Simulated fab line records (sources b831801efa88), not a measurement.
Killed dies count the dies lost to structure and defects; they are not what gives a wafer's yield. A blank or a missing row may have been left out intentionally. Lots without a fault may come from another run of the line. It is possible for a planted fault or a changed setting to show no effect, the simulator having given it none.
fab line records | flow gf180mcu | part 1 of 2: steps 1 to 28 of 37
record: lots: 5 wafers: 15 last_day: 33
route steps=602 shown STI@21 DNWELL@32 NWELL@42 LVPWELL@54
lots that met no fault: from a run of the same line without faults
start_h: hours from the record's first day to the start of the lot's first wafer shown | wait_h: hours from the lot's prior step to this one | " same as the row above | L1.1+2: several wafers, shown together as one row | - no value, or no start given | * or withheld: withheld | < > ~ a bound
route shown NAME@n: NAME is a module with steps in the file, n the number in the route of the first one | usual: mean/standard deviation taken from wafers without a fault | same: alike in all rows | chamber/n: place in a boat | sites: the reading at each site | _std_site: standard deviation of those values | _edge_site: mean of outer sites minus mean of inner sites | radius_mm: for every site, how far away it sits from the centre of the wafer | mask NAME#n: copy n | behind: the last tool/chamber to shape the wafer | hold: reason for holding the lot/hours on hold/outcome of the hold | device: transistor that didn't switch, given as n, p or np | end of line: the route-end tests of the same wafers | a step without rows: its recipe alone | killed: the dies lost at the first sort to structure and to defects; this is not the yield of the wafer | map: a wafer's dies, x killed, . not, _ none there
set.NAME: setting as actually run; set.NAME@STEP: the setting as run at that earlier step | model.NAME: the simulator's own value behind a step, which no gauge read
lots seen at some steps along the route; tables by step, rows by wafer
services: the hour from which a tool's chamber was out of use, counted from the record's first day as start_h (under 0 if before that day), plus the number of hours and why
== steps ==
step: GF_STI_WET_ETCH_20
recipe: chemistry: dHF dilution: 100:1 target_depth_nm: 20 temp_c: 25 dry: ipa_marangoni target: SiO2 time_s: 400
columns lot.wafer tool chamber start_h wait_h
L078.2+4+5 wet_bench-03 2 46.25 0.0
L081.2+3+5 wet_bench-01 0 62.99 0.0
L085.1+4+6 wet_bench-03 1 82.29 0.0
L086.3+4+5 wet_bench-01 0 88.02 0.0
L092.1+3+5 wet_bench-01 0 119.21 0.0
step: GF_STI_OXIDATION_21
recipe: temp_c: 1000 ambient: O2 stabilise_s: 600 purge_s: 300 target_thk_a: 150 ox_time_s: 458
usual: spike_tc_bottom_C: 1017.1/1.8 spike_tc_top_C: 1010.6/1.8
same: stabilise_s: 600
columns lot.wafer tool chamber start_h wait_h spike_tc_bottom_C spike_tc_top_C
L078.2 furnace-01 0 48.00 1.6 1016.4 1013.5
L078.4 " 0 " " 1019.7 1013.1
L078.5 " 0 " " 1019.0 1011.6
L081.2 furnace-02 0 63.11 0.0 1013.3 1010.2
L081.3 " 0 " " 1016.1 1010.7
L081.5 " 0 " " 1016.3 1009.2
L085.1 furnace-01 0 82.66 0.3 1020.2 1011.7
L085.4 " 0 " " 1017.6 1011.2
L085.6 " 0 " " 1019.0 1012.8
L086.3 furnace-02 0 88.98 0.8 1014.9 1009.3
L086.4 " 0 " " 1014.6 1009.5
L086.5 " 0 " " 1016.0 1010.3
L092.1 furnace-02 0 121.58 2.2 1015.1 1010.5
L092.3 " 0 " " 1015.0 1010.1
L092.5 " 0 " " 1016.0 1010.3
step: GF_STI_THK_MEAS_22
recipe: reads: SiO2_of_STI_OXIDATION_21
usual: STI_OXIDATION_01_THK: 15.00/0.26
columns lot.wafer tool chamber start_h wait_h STI_OXIDATION_01_THK[nm]
L078.2 film_metro-02 - 49.14 0.0 14.73
L078.4 " - " " 14.99
L078.5 " - " " 15.27
L081.2 film_metro-03 - 64.24 0.0 15.31
L081.3 " - " " 14.99
L081.5 " - " " 14.95
L085.1 film_metro-04 - 83.79 0.0 14.97
L085.4 " - " " 14.89
L085.6 " - " " 14.94
L086.3 film_metro-03 - 90.13 0.0 15.20
L086.4 " - " " 15.29
L086.5 " - " " 15.14
L092.1 film_metro-03 - 122.71 0.0 15.13
L092.3 " - " " 15.17
L092.5 " - " " 15.13
step: GF_STI_CVD_23
recipe: material: SiO2 target_thk_nm: 650 sigma_open_frac: 0.3 time_s: 108.3 temp_c: 600 sih4_flow_sccm: 60 pressure_mtorr: 6
columns lot.wafer tool chamber start_h wait_h
L078.2+4+5 hdpcvd-01 2,0,1 49.19 0.0
L081.2+3+5 hdpcvd-01 1,0,2 64.29 0.0
L085.1+4+6 hdpcvd-01 0,2,0 83.85 0.1
L086.3+4+5 hdpcvd-02 0,2,1 90.17 0.0
L092.1+3+5 hdpcvd-01 2,1,2 122.77 0.1
step: GF_STI_THK_MEAS_24
recipe: reads: SiO2_of_STI_CVD_23
usual: STI_CVD_23_THK: 648/5.9
columns lot.wafer tool chamber start_h wait_h STI_CVD_23_THK[nm]
L078.2 film_metro-03 - 49.28 0.0 647
L078.4 " - " " 653
L078.5 " - " " 652
L081.2 film_metro-02 - 64.38 0.0 647
L081.3 " - " " 653
L081.5 " - " " 644
L085.1 film_metro-02 - 83.93 0.0 645
L085.4 " - " " 634
L085.6 " - " " 642
L086.3 film_metro-02 - 90.26 0.1 647
L086.4 " - " " 655
L086.5 " - " " 655
L092.1 film_metro-04 - 122.84 0.0 645
L092.3 " - " " 640
L092.5 " - " " 648
step: GF_STI_CMP_25
recipe: stop_on: Si3N4 t_overpolish_s: 33 down_force_psi: 4 platen_rpm: 60 target_thk_nm: 524.6 pad_velocity_m_s: 0.94248
usual: motor_current_A: 11.7/0.88 overpolish_run_s: 33.000/0.0091 slurry_filter_dp_kPa: 13.51/0.13 time_to_endpoint_s: 126/5.2
columns lot.wafer tool chamber start_h wait_h motor_current_A overpolish_run_s slurry_filter_dp_kPa time_to_endpoint_s
L078.2 cmp-02 2 49.33 0.0 12.6 33.014 13.54 135
L078.4 " 3 " " 10.4 32.994 13.49 134
L078.5 " 3 " " 10.7 33.004 13.46 136
L081.3 cmp-01 1 64.43 0.0 12.6 32.998 13.32 131
L081.2 " 3 " " 11.3 33.012 13.52 127
L081.5 " 2 " " 12.8 32.999 13.41 127
L085.4 cmp-01 2 84.04 0.1 12.7 32.995 13.71 127
L085.1 " 0 " " 12.1 32.999 13.66 132
L085.6 " 2 " " 12.7 33.013 13.58 125
L086.4 cmp-02 1 90.35 0.1 12.1 32.996 13.64 122
L086.3 " 2 " " 11.5 33.008 13.52 127
L086.5 " 0 " " 11.2 32.998 13.63 129
L092.3 cmp-02 0 123.11 0.2 11.2 32.986 13.36 122
L092.1 " 2 " " 12.7 33.014 13.44 126
L092.5 " 3 " " 10.4 33.001 13.45 122
step: GF_STI_WET_ETCH_26
recipe: chemistry: dHF target_depth_nm: 94 target: SiO2 temp_c: 25 dilution: 10:1 time_s: 188
columns lot.wafer tool chamber start_h wait_h
L078.2+4+5 wet_bench-03 1 49.63 0.2
L081.2+3+5 wet_bench-04 2 64.73 0.1
L085.1+4+6 wet_bench-03 2 84.29 0.1
L086.3+4+5 wet_bench-04 0 90.60 0.1
L092.1+3+5 wet_bench-01 2 123.36 0.1
step: GF_STI_WET_ETCH_27
recipe: chemistry: H3PO4 target_depth_nm: 160 target: Si3N4 temp_c: 160 time_s: 1825
columns lot.wafer tool chamber start_h wait_h
L078.2+4+5 wet_bench-01 0 49.69 0.0
L081.2+3+5 wet_bench-03 2 64.79 0.0
L085.1+4+6 wet_bench-01 0 84.35 0.0
L086.3+4+5 wet_bench-01 0 90.66 0.0
L092.1+3+5 wet_bench-04 3 123.43 0.0
step: GF_STI_WET_ETCH_28
recipe: chemistry: dHF target_depth_nm: 20 dry: ipa_marangoni target: SiO2 temp_c: 25 dilution: 10:1 time_s: 40
columns lot.wafer tool chamber start_h wait_h
L078.2+4+5 wet_bench-01 3 50.25 0.0
L081.2+3+5 wet_bench-04 1 65.31 0.0
L085.1+4+6 wet_bench-03 1 84.92 0.0
L086.3+4+5 wet_bench-04 0 91.18 0.0
L092.1+3+5 wet_bench-01 1 124.04 0.0
step: GF_STI_OXIDATION_29
recipe: temp_c: 900 ambient: O2 stabilise_s: 600 purge_s: 300 target_thk_a: 100 ox_time_s: 1418
usual: spike_tc_bottom_C: 916.7/1.8 spike_tc_top_C: 911.3/1.9
same: stabilise_s: 600
columns lot.wafer tool chamber start_h wait_h spike_tc_bottom_C spike_tc_top_C
L078.2 furnace-02 0 50.27 0.0 915.2 910.7
L078.4 " 0 " " 916.4 908.7
L078.5 " 0 " " 916.2 909.1
L081.2 furnace-02 0 65.73 0.4 914.8 910.4
L081.3 " 0 " " 914.6 910.3
L081.5 " 0 " " 915.4 910.2
L085.1 furnace-01 0 85.34 0.4 919.3 913.6
L085.4 " 0 " " 917.2 911.8
L085.6 " 0 " " 917.0 912.6
L086.3 furnace-02 0 91.20 0.0 915.5 911.6
L086.4 " 0 " " 913.6 908.7
L086.5 " 0 " " 914.1 910.1
L092.1 furnace-02 0 126.48 2.4 915.7 911.8
L092.3 " 0 " " 915.8 909.8
L092.5 " 0 " " 915.1 911.7
step: GF_STI_THK_MEAS_30
recipe: reads: SiO2_of_STI_OXIDATION_29
usual: STI_OXIDATION_02_THK: 9.95/0.12
columns lot.wafer tool chamber start_h wait_h STI_OXIDATION_02_THK[nm]
L078.2 film_metro-04 - 51.67 0.0 10.07
L078.4 " - " " 9.98
L078.5 " - " " 9.89
L081.2 film_metro-02 - 67.14 0.0 9.99
L081.3 " - " " 9.87
L081.5 " - " " 9.98
L085.1 film_metro-03 - 86.74 0.0 10.15
L085.4 " - " " 9.98
L085.6 " - " " 10.01
L086.3 film_metro-02 - 92.61 0.0 9.82
L086.4 " - " " 9.83
L086.5 " - " " 9.76
L092.1 film_metro-04 - 127.87 0.0 9.97
L092.3 " - " " 10.02
L092.5 " - " " 10.06
step: GF_DNWELL_DEHYDRATE_00
recipe: temp_c: 200 time_s: 60
usual: resist_line_temp_C: 23.00/0.1
columns lot.wafer tool chamber start_h wait_h resist_line_temp_C
L078.2 litho_track-03 0 56.84 5.2 22.99
L078.4 " 0 " " 22.81
L078.5 " 0 " " 22.90
L081.2 litho_track-03 0 72.59 5.4 22.88
L081.3 " 0 " " 22.91
L081.5 " 0 " " 22.85
L085.1 litho_track-01 0 92.88 6.1 23.02
L085.4 " 0 " " 22.76
L085.6 " 0 " " 22.97
L086.3 litho_track-01 0 99.58 7.0 23.05
L086.4 " 0 " " 22.97
L086.5 " 0 " " 22.93
L092.1 litho_track-02 0 134.48 6.6 22.93
L092.3 " 0 " " 23.03
L092.5 " 0 " " 23.00
step: GF_DNWELL_HMDS_01
recipe: prime_time_s: 60 prime_temp_c: 120
usual: resist_line_temp_C: 23.00/0.1
columns lot.wafer tool chamber start_h wait_h resist_line_temp_C
L078.2 litho_track-03 0 56.99 0.1 22.96
L078.4 " 0 " " 23.14
L078.5 " 0 " " 23.04
L081.2 litho_track-03 0 72.74 0.1 23.07
L081.3 " 0 " " 22.90
L081.5 " 0 " " 23.06
L085.1 litho_track-01 0 93.03 0.1 23.06
L085.4 " 0 " " 22.92
L085.6 " 0 " " 23.09
L086.3 litho_track-01 0 99.73 0.1 23.00
L086.4 " 0 " " 23.00
L086.5 " 0 " " 22.98
L092.1 litho_track-02 0 134.63 0.1 22.88
L092.3 " 0 " " 23.00
L092.5 " 0 " " 22.93
step: GF_DNWELL_COAT_02
recipe: spin_rpm: 2000 resist_thk_nm: 3000
usual: resist_line_temp_C: 23.00/0.1
columns lot.wafer tool chamber start_h wait_h resist_line_temp_C
L078.2 litho_track-03 0 57.14 0.1 23.11
L078.4 " 0 " " 23.13
L078.5 " 0 " " 23.02
L081.2 litho_track-03 0 72.89 0.1 23.03
L081.3 " 0 " " 23.08
L081.5 " 0 " " 23.20
L085.1 litho_track-01 0 93.18 0.1 22.98
L085.4 " 0 " " 23.04
L085.6 " 0 " " 23.18
L086.3 litho_track-01 0 99.88 0.1 23.13
L086.4 " 0 " " 23.15
L086.5 " 0 " " 23.16
L092.1 litho_track-02 0 134.78 0.1 22.99
L092.3 " 0 " " 23.02
L092.5 " 0 " " 22.98
step: GF_DNWELL_SOFTBAKE_03
recipe: temp_c: 110 time_s: withheld
usual: resist_line_temp_C: 23.03/0.099
columns lot.wafer tool chamber start_h wait_h resist_line_temp_C
L078.2 litho_track-03 0 57.30 0.1 22.95
L078.4 " 0 " " 23.09
L078.5 " 0 " " 22.89
L081.2 litho_track-03 0 73.05 0.1 23.03
L081.3 " 0 " " 23.19
L081.5 " 0 " " 23.14
L085.1 litho_track-01 0 93.33 0.1 23.05
L085.4 " 0 " " 23.19
L085.6 " 0 " " 23.04
L086.3 litho_track-01 0 100.04 0.1 22.96
L086.4 " 0 " " 22.91
L086.5 " 0 " " 22.90
L092.1 litho_track-02 0 134.93 0.1 22.95
L092.3 " 0 " " 22.95
L092.5 " 0 " " 23.09
step: GF_DNWELL_EXPOSE_04
recipe: mask_id: DNWELL target_cd_nm: 1700 na: 0.6 source_shape: conventional sigma_outer: 0.6 dose_mj: 260
columns lot.wafer tool chamber start_h wait_h mask
L078.2+4+5 iline_stepper-02 0 - - DNWELL#0
L081.2+3+5 iline_stepper-01 0 - - DNWELL#0
L085.1+4+6 iline_stepper-02 0 - - DNWELL#0
L086.3+4+5 iline_stepper-02 0 - - DNWELL#0
L092.1+3+5 iline_stepper-01 0 - - DNWELL#0
step: GF_DNWELL_PEB_05
recipe: temp_c: 115 time_s: withheld
usual: resist_line_temp_C: 23.02/0.12
columns lot.wafer tool chamber start_h wait_h resist_line_temp_C
L078.2 litho_track-01 0 - - 23.23
L078.4 " 0 " " 23.19
L078.5 " 0 " " 23.24
L081.2 litho_track-03 0 - - 22.96
L081.3 " 0 " " 23.15
L081.5 " 0 " " 22.97
L085.1 litho_track-01 0 - - 23.01
L085.4 " 0 " " 23.10
L085.6 " 0 " " 23.14
L086.3 litho_track-03 0 - - 22.94
L086.4 " 0 " " 22.97
L086.5 " 0 " " 22.92
L092.1 litho_track-03 0 - - 23.05
L092.3 " 0 " " 22.97
L092.5 " 0 " " 23.13
step: GF_DNWELL_DEVELOP_06
recipe: wall_angle_deg: 90 develop_time_s: 60 dev_temp_c: 23
usual: resist_line_temp_C: 22.97/0.11
columns lot.wafer tool chamber start_h wait_h resist_line_temp_C
L078.2 litho_track-01 0 - - 22.93
L078.4 " 0 " " 22.77
L078.5 " 0 " " 22.87
L081.2 litho_track-03 0 - - 22.98
L081.3 " 0 " " 23.03
L081.5 " 0 " " 23.04
L085.1 litho_track-01 0 - - 23.14
L085.4 " 0 " " 23.22
L085.6 " 0 " " 23.18
L086.3 litho_track-03 0 - - 22.78
L086.4 " 0 " " 23.01
L086.5 " 0 " " 22.96
L092.1 litho_track-03 0 - - 22.94
L092.3 " 0 " " 22.87
L092.5 " 0 " " 22.99
step: GF_DNWELL_IMPLANT_07
recipe: species: P energy_kev: 1500 dose_cm2: 1e+13 tilt_deg: 0
usual: dose_ions_cm2: 1e+13/1e+10
columns lot.wafer tool chamber start_h wait_h dose_ions_cm2
L078.2 implanter-04 0 64.20 - 9.998e+12
L078.4 " 0 " " 9.988e+12
L078.5 " 0 " " 1.0001e+13
L081.2 implanter-02 0 80.04 - 1.0006e+13
L081.3 " 0 " " 1.0003e+13
L081.5 " 0 " " 1e+13
L085.1 implanter-01 0 100.53 - 1e+13
L085.4 " 0 " " 1.0021e+13
L085.6 " 0 " " 1.0008e+13
L086.3 implanter-02 0 106.37 - 1e+13
L086.4 " 0 " " 9.987e+12
L086.5 " 0 " " 1.0004e+13
L092.1 implanter-04 0 142.97 - 9.996e+12
L092.3 " 0 " " 1e+13
L092.5 " 0 " " 1.0001e+13
step: GF_DNWELL_STRIP_08
recipe: chemistry: O2/N2 power_w: 1400 pressure_mtorr: 1500 platen_temp_c: 250 o2_flow_sccm: 3000 n2_flow_sccm: 300 overash_fraction: 0.5
usual: drypump_motor_current_A: 5.7/0.42 heater_power_w: 333/29 oes_product_au: 0.723/0.0046 strip_time_to_endpoint_s: 36.95/0.1
columns lot.wafer tool chamber start_h wait_h drypump_motor_current_A heater_power_w oes_product_au rf_hours_counter_h strip_time_to_endpoint_s
L078.2 plasma_asher-03 1 64.33 0.1 5.4 317 0.724 45 36.97
L078.4 " 1 " " 5.4 317 0.719 - 37.03
L078.5 " 1 " " 5.4 322 0.719 - 36.92
L081.2 plasma_asher-04 0 80.17 0.1 5.6 336 0.727 36 37.04
L081.3 " 0 " " 5.6 344 0.723 - 37.04
L081.5 " 1 " " 6.4 391 0.717 - 36.98
L085.1 plasma_asher-02 1 100.68 0.1 5.7 295 0.731 30 36.82
L085.4 " 0 " " 6.2 322 0.732 - 36.81
L085.6 " 0 " " 6.2 306 0.726 - 36.77
L086.3 plasma_asher-02 0 106.50 0.1 6.3 329 0.721 - 36.89
L086.4 " 1 " " 5.7 300 0.714 - 36.92
L086.5 " 0 " " 6.3 318 0.726 - 36.92
L092.1 plasma_asher-04 1 143.12 0.1 6.5 375 0.731 2 37.03
L092.3 " 1 " " 6.5 394 0.716 - 37.12
L092.5 " 1 " " 6.5 387 0.716 - 37.03
step: GF_DNWELL_TW_MEAS_09
usual: DNWELL_TW: 1344/18
columns lot.wafer tool chamber start_h wait_h DNWELL_TW
L078.2 film_metro-03 - 64.44 0.1 1362
L078.4 " - " " 1374
L078.5 " - " " 1368
L081.2 film_metro-01 - 80.28 0.1 1354
L081.3 " - " " 1350
L081.5 " - " " 1355
L085.1 film_metro-03 - 100.78 0.1 1346
L085.4 " - " " 1359
L085.6 " - " " 1350
L086.3 film_metro-01 - 106.59 0.1 1349
L086.4 " - " " 1341
L086.5 " - " " 1341
L092.1 film_metro-01 - 143.22 0.1 1352
L092.3 " - " " 1350
L092.5 " - " " 1350
step: GF_NWELL_DEHYDRATE_00
recipe: temp_c: 200 time_s: 60
usual: resist_line_temp_C: 22.99/0.11
columns lot.wafer tool chamber start_h wait_h resist_line_temp_C
L078.2 litho_track-01 0 70.30 5.9 23.09
L078.4 " 0 " " 23.02
L078.5 " 0 " " 23.08
L081.2 litho_track-04 0 86.52 6.2 23.03
L081.3 " 0 " " 23.01
L081.5 " 0 " " 22.90
L085.1 litho_track-04 0 106.84 6.1 23.14
L085.4 " 0 " " 23.05
L085.6 " 0 " " 23.18
L086.3 litho_track-03 0 113.52 6.9 23.16
L086.4 " 0 " " 22.97
L086.5 " 0 " " 22.98
L092.1 litho_track-01 0 150.78 7.5 22.90
L092.3 " 0 " " 22.97
L092.5 " 0 " " 23.23
step: GF_NWELL_HMDS_01
recipe: prime_time_s: 60 prime_temp_c: 120
usual: resist_line_temp_C: 22.98/0.1
columns lot.wafer tool chamber start_h wait_h resist_line_temp_C
L078.2 litho_track-01 0 70.45 0.1 23.16
L078.4 " 0 " " 23.07
L078.5 " 0 " " 23.17
L081.2 litho_track-04 0 86.67 0.1 22.87
L081.3 " 0 " " 22.96
L081.5 " 0 " " 23.04
L085.1 litho_track-04 0 106.99 0.1 22.99
L085.4 " 0 " " 22.99
L085.6 " 0 " " 22.86
L086.3 litho_track-03 0 113.67 0.1 23.04
L086.4 " 0 " " 23.11
L086.5 " 0 " " 22.92
L092.1 litho_track-01 0 150.93 0.1 22.95
L092.3 " 0 " " 22.77
L092.5 " 0 " " 23.02
step: GF_NWELL_COAT_02
recipe: spin_rpm: 2000 resist_thk_nm: 3000
usual: resist_line_temp_C: 22.97/0.09
columns lot.wafer tool chamber start_h wait_h resist_line_temp_C
L078.2 litho_track-01 0 70.60 0.1 22.88
L078.4 " 0 " " 22.84
L078.5 " 0 " " 23.06
L081.2 litho_track-04 0 86.82 0.1 22.91
L081.3 " 0 " " 22.78
L081.5 " 0 " " 22.92
L085.1 litho_track-04 0 107.14 0.1 23.06
L085.4 " 0 " " 23.09
L085.6 " 0 " " 23.04
L086.3 litho_track-03 0 113.82 0.1 23.05
L086.4 " 0 " " 22.81
L086.5 " 0 " " 22.96
L092.1 litho_track-01 0 151.08 0.1 23.00
L092.3 " 0 " " 23.07
L092.5 " 0 " " 22.93
step: GF_NWELL_SOFTBAKE_03
recipe: temp_c: 110 time_s: withheld
usual: resist_line_temp_C: 23.01/0.11
columns lot.wafer tool chamber start_h wait_h resist_line_temp_C
L078.2 litho_track-01 0 70.76 0.1 23.01
L078.4 " 0 " " 22.94
L078.5 " 0 " " 22.78
L081.2 litho_track-04 0 86.98 0.1 23.29
L081.3 " 0 " " 23.23
L081.5 " 0 " " 23.04
L085.1 litho_track-04 0 107.29 0.1 22.96
L085.4 " 0 " " 23.00
L085.6 " 0 " " 22.94
L086.3 litho_track-03 0 113.98 0.1 23.04
L086.4 " 0 " " 22.98
L086.5 " 0 " " 22.95
L092.1 litho_track-01 0 151.23 0.1 22.99
L092.3 " 0 " " 23.01
L092.5 " 0 " " 22.96
step: GF_NWELL_EXPOSE_04
recipe: mask_id: Nwell target_cd_nm: 860 na: 0.6 source_shape: conventional sigma_outer: 0.6 dose_mj: 260
columns lot.wafer tool chamber start_h wait_h mask
L078.2+4+5 iline_stepper-02 0 - - Nwell#0
L081.2+3+5 iline_stepper-01 0 - - Nwell#0
L085.1+4+6 iline_stepper-01 0 - - Nwell#0
L086.3+4+5 iline_stepper-02 0 - - Nwell#0
L092.1+3+5 iline_stepper-02 0 - - Nwell#0
step: GF_NWELL_PEB_05
recipe: temp_c: 115 time_s: withheld
usual: resist_line_temp_C: 22.98/0.096
columns lot.wafer tool chamber start_h wait_h resist_line_temp_C
L078.2 litho_track-01 0 - - 22.88
L078.4 " 0 " " 22.94
L078.5 " 0 " " 22.86
L081.2 litho_track-04 0 - - 22.87
L081.3 " 0 " " 23.12
L081.5 " 0 " " 22.98
L085.1 litho_track-03 0 - - 23.03
L085.4 " 0 " " 23.08
L085.6 " 0 " " 23.20
L086.3 litho_track-01 0 - - 23.04
L086.4 " 0 " " 22.99
L086.5 " 0 " " 22.97
L092.1 litho_track-03 0 - - 23.04
L092.3 " 0 " " 22.94
L092.5 " 0 " " 22.94
step: GF_NWELL_DEVELOP_06
recipe: wall_angle_deg: 90 develop_time_s: 60 dev_temp_c: 23
usual: resist_line_temp_C: 23.00/0.097
columns lot.wafer tool chamber start_h wait_h resist_line_temp_C
L078.2 litho_track-01 0 - - 22.99
L078.4 " 0 " " 22.99
L078.5 " 0 " " 23.04
L081.2 litho_track-04 0 - - 23.07
L081.3 " 0 " " 23.05
L081.5 " 0 " " 22.91
L085.1 litho_track-03 0 - - 22.81
L085.4 " 0 " " 22.85
L085.6 " 0 " " 22.89
L086.3 litho_track-01 0 - - 22.91
L086.4 " 0 " " 22.93
L086.5 " 0 " " 22.99
L092.1 litho_track-03 0 - - 23.01
L092.3 " 0 " " 22.99
L092.5 " 0 " " 23.02
